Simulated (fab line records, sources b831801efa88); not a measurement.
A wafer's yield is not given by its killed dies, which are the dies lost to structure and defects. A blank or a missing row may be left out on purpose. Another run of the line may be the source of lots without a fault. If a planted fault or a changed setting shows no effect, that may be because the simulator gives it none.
2 desks, one fault	flow sky130	every desk sees just its own numbers, and what lay behind them comes last

## THE TOOL OWNER'S DESK: ilineStepper-01
The tool's own readings at SKY_RES_XHIGH_EXPOSE_04 (exposes mask URPM, target cd 1270 nm): means of the sampled wafers that have a number, for each lot that ran on this tool. A lot is out of limits, marked OUT, if its mean lies more than 4 standard deviations from the usual mean; the brackets give that distance.
Columns: A = reticleTempC at SKY_RES_XHIGH_EXPOSE_04, usual 23.00 C
lot	first seen here	A
L562	day 27 03:10	23.10
L564	day 27 21:04	23.05
L565	day 27 23:42	23.04
L566	day 28 09:00	23.02
Result from this desk: across the 4 lots, nothing is out of limits.

## AT THE METROLOGY DESK
Means of the sampled wafers that have a number, per lot and without regard to the tool the lot ran on: this is what the gauges read. A lot is out of limits, marked OUT, if its mean lies more than 4 standard deviations from the usual mean; the brackets give that distance.
Columns: A = cdNm at SKY_SD_P_CD_MEAS_07, usual 379.7 nm; B = SD_P_OVL at SKY_SD_P_OVL_MEAS_08, usual 1.3 nm; C = SD_P_TW at SKY_SD_P_TW_MEAS_11, usual 2817
lot	first seen here	A	B	C
L562	day 26 12:28	381.1	1.2	2796
L563	day 27 02:34	380.0	0.8	2844
L564	day 27 05:46	378.9	0.1	2813
L565	day 27 08:59	376.7	0.3	2788
L566	day 27 18:19	381.8	3.2	2787
L567	day 28 06:04	381.3	0.6	2851
L570	day 29 04:20	375.2	0.6	2808
Result from this desk: across the 7 lots, nothing is out of limits.

## TAKEN TOGETHER
Nothing out of limits was seen by the tool owner's desk.
The metrology desk saw nothing out of limits.

## WHAT THE SIMULATOR HAD INSERTED
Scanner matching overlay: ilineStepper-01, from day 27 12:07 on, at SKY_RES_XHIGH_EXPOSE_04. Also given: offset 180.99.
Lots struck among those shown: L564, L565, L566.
